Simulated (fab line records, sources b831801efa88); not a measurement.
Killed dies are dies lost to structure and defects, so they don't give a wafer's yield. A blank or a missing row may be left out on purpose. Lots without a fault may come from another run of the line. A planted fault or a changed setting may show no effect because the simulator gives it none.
Which tool did it? | flow gf180mcu | 15 lots, 45 wafers sampled, at 4 steps of a route of 602

WHAT THE GAUGES READ, wafer by wafer
GF_PASSIVATION_THK_MEAS_01. Usual: PASSIVATION_CVD_00_THK 1001 nm, standard deviation 14.
lot  | measured     | on            | PASSIVATION_CVD_00_THK (nm) | flag
L477 | day 27 16:50 | film_metro-04 | 1026 982 1021               |
L478 | day 28 01:43 | film_metro-01 | 981 974 991                 |
L480 | day 29 12:47 | film_metro-03 | 1017 1022 1018              |
L482 | day 29 13:41 | film_metro-04 | 1004 1013 1031              |
L481 | day 29 15:41 | film_metro-03 | 993 997 992                 |
L483 | day 29 20:36 | film_metro-04 | 983 1009 1006               |
L484 | day 30 08:58 | film_metro-04 | 967 988 983                 |
L485 | day 30 13:55 | film_metro-01 | 1011 1010 1023              |
L486 | day 31 00:52 | film_metro-04 | 990 995 995                 |
L487 | day 31 10:19 | film_metro-04 | 1001 991 1010               |
L488 | day 31 13:01 | film_metro-01 | 991 979 988                 |
L490 | day 31 22:04 | film_metro-01 | 988 1005 1009               |
L495 | day 33 05:46 | film_metro-04 | 975 986 995                 |
L496 | day 33 11:11 | film_metro-04 | 1020 1002 1005              |
L497 | day 33 17:20 | film_metro-03 | 999 1020 1015               |

GF_PASSIVATION_BOW_MEAS_14. Usual: PASSIVATION_BOW 135 um, standard deviation 12.
lot  | measured     | on            | PASSIVATION_BOW (um) | flag
L477 | day 28 14:31 | film_metro-04 | 116 121 130          |
L478 | day 29 00:08 | film_metro-01 | 129 123 127          |
L480 | day 30 10:08 | film_metro-01 | 141 132 145          |
L482 | day 30 11:08 | film_metro-04 | 127 125 129          |
L481 | day 30 12:41 | film_metro-03 | 142 146 141          |
L483 | day 30 18:05 | film_metro-03 | 127 126 138          |
L484 | day 31 04:53 | film_metro-04 | 127 119 117          |
L485 | day 31 10:02 | film_metro-04 | 140 125 136          |
L486 | day 31 20:23 | film_metro-03 | 124 130 134          |
L487 | day 32 05:34 | film_metro-04 | 161 157 149          |
L488 | day 32 08:32 | film_metro-01 | 130 142 135          |
L490 | day 32 16:58 | film_metro-01 | 154 153 150          |
L495 | day 33 23:17 | film_metro-01 | 149 152 161          |
L496 | day 34 04:38 | film_metro-01 | 139 139 154          |
L497 | day 34 10:26 | film_metro-03 | 134 137 137          |

WHICH TOOL RAN EACH LOT (tool, then ch and the chambers of the sampled wafers, then the start)
lot  | GF_DUAL_GATE_OXIDATION_15     | GF_PASSIVATION_CVD_02
L477 | furnace-02 ch 0, day 8 02:54  | pecvd-01 ch 0,2, day 27 16:53
L478 | furnace-01 ch 0, day 8 08:07  | pecvd-03 ch 0,1, day 28 01:46
L480 | furnace-01 ch 0, day 9 15:21  | pecvd-03 ch 0,1, day 29 12:51
L482 | furnace-02 ch 0, day 9 17:37  | pecvd-03 ch 0,1, day 29 13:44
L481 | furnace-02 ch 0, day 9 19:10  | pecvd-03 ch 0,1, day 29 15:44
L483 | furnace-01 ch 0, day 10 00:59 | pecvd-03 ch 1, day 29 20:40
L484 | furnace-02 ch 0, day 10 12:36 | pecvd-04 ch 0,1,2, day 30 09:01
L485 | furnace-01 ch 0, day 10 18:38 | pecvd-01 ch 0,1,2, day 30 13:58
L486 | furnace-02 ch 0, day 11 05:11 | pecvd-04 ch 0,1,2, day 31 00:55
L487 | furnace-01 ch 0, day 11 14:12 | pecvd-01 ch 0,1,2, day 31 10:23
L488 | furnace-02 ch 0, day 11 18:38 | pecvd-01 ch 1,2, day 31 13:05
L490 | furnace-01 ch 0, day 12 05:50 | pecvd-04 ch 0,1,2, day 31 22:07
L495 | furnace-02 ch 0, day 13 16:47 | pecvd-04 ch 0,1,2, day 33 05:50
L496 | furnace-02 ch 0, day 14 01:46 | pecvd-01 ch 0,1,2, day 33 11:21
L497 | furnace-02 ch 0, day 14 09:31 | pecvd-03 ch 0,1, day 33 17:23
- GF_DUAL_GATE_OXIDATION_15: stabilise 600 s, purge 300 s, target thk 7.098 nm.
- GF_PASSIVATION_CVD_02: deposits Si3N4, target thk 700 nm, time 486.18 s.

WHAT THE TOOLS THEMSELVES READ (means of the sampled wafers that have a number; where no wafer has one, the mark that the record gives instead)
GF_PASSIVATION_CVD_02. Usual: heater_power_w 718 W, standard deviation 93.
lot  | tool     | heater_power_w (W) | flag
L477 | pecvd-01 | 615                |
L478 | pecvd-03 | 742                |
L480 | pecvd-03 | 820                |
L482 | pecvd-03 | 825                |
L481 | pecvd-03 | 839                |
L483 | pecvd-03 | 800                |
L484 | pecvd-04 | 718                |
L485 | pecvd-01 | 596                |
L486 | pecvd-04 | 703                |
L487 | pecvd-01 | 668                |
L488 | pecvd-01 | 673                |
L490 | pecvd-04 | 704                |
L495 | pecvd-04 | 711                |
L496 | pecvd-01 | 663                |
L497 | pecvd-03 | 776                |

THE ANSWER, worked out from the rows above alone
Rule: a lot is off if the mean of its wafers that have a number lies more than 3 standard deviations from the usual mean. A lot without any number at a reading at which 4 lots or more have one is off too. The other lots that the step has rows for count as sound. The gauges are gone through in route order, then the tools' own readings, and for those a lot's mean is taken as printed above. The first step at which some lot is off is used, and at that step the reading that is off furthest; a lot without a number counts as furthest.
No lot is off at any reading shown: from this, nothing can be told.

WHAT THE SIMULATOR HAD PUT IN
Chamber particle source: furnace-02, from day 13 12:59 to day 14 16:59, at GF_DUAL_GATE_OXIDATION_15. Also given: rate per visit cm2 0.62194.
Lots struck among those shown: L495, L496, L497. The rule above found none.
